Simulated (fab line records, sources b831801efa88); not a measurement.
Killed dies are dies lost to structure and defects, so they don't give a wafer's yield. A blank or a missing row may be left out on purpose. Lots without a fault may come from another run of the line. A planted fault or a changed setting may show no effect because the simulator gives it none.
Problem report in the 8D (eight disciplines) form, filled by code | flow sky130 | the parts of the form that need people (team, actions taken, sign-off) are left out

1. THE PROBLEM
PWDE_TW at SKY_PWDE_TW_MEAS_10 reads a mean of 30.1 on 2 wafers of 2 lots; wafers without a fault read 373.5 with a standard deviation of 2.8. That is -99 or more standard deviations from the usual mean.
First seen on wafer L926.5, day 7 03:17, on film_metro-02. The record holds 40 wafers of 14 lots with a number at this step. Rule for "out", or "out of limits": more than 4 standard deviations from the usual mean. The other wafers with a number count as sound.

2. WHAT IT IS AND WHAT IT IS NOT
question                    | is                           | is not
which readings at this step | PWDE_TW                      | -
which lots                  | L926, L927                   | L912, L913, L914, L915, L917, L918, L919, L928, L929, L930, L933, L935
which wafers of those lots  | L926.5, L927.2               | L926.4, L927.6
read on which gauges        | film_metro-01, film_metro-02 | film_metro-03
when                        | from day 7 03:17             | up to then (22 sound wafers); but 16 sound wafers of L927, L928, L929, L930, L933, L935 came after

3. SUSPECTS, AND WHAT RULES EACH OUT
Counting: a tool at a process step up to the reading stays a suspect if it ran every lot that is out. Sound lots after the first of them don't rule it out here, since some wafers of a struck lot are sound.
- the gauge at SKY_PWDE_TW_MEAS_10: ruled out. The wafers that are out were read on 2 gauges (film_metro-01, film_metro-02).
- litho_track-04 at SKY_PWDE_DEVELOP_06 (develop time 60 s): kept. It ran every lot that is out, first L926 (day 7 02:00); its last sound lot up to then is L919 (day 5 13:00).
Left after counting: litho_track-04 at SKY_PWDE_DEVELOP_06.

4. THE CAUSE (what the simulator had put in)
Process parameter drift: litho_track-04, from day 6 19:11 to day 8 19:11, at SKY_PWDE_DEVELOP_06. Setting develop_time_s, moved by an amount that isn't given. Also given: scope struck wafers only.
Counting left only this tool.

5. THE CHAIN OF EFFECTS, in route order
Each row: a reading whose mean over the struck wafers that have a number lies more than 3 standard deviations from the usual. Only readings for which the record gives a usual standard deviation are gone through. hours: the time from each lot's start at the first step in this table that gives one to its start at this step, as a median over the lots. sigmas: the change in usual standard deviations.
hours | step                | reading | usual | on struck wafers | change | sigmas
0     | SKY_PWDE_TW_MEAS_10 | PWDE_TW | 373.5 | 30.1             | -343.4 | -99 or more
Readings that are blank on the struck wafers while sound wafers have them: PWDE_OVL at SKY_PWDE_OVL_MEAS_07.

6. WHAT WOULD HAVE CAUGHT IT SOONER
In this record the first reading out of limits at a measuring or inspecting step was taken at day 7 03:17, 8 hours after the fault began at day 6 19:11.
Between SKY_PWDE_DEVELOP_06 and SKY_PWDE_TW_MEAS_10, SKY_PWDE_OVL_MEAS_07 gave no PWDE_OVL on the struck wafers, where sound wafers have one: a measuring or inspecting step that comes back empty is itself a sign.
Of the lots that are out (2), L927 began SKY_PWDE_DEVELOP_06 on litho_track-04 after day 7 03:17. A hold on the tool at that time would have spared it.
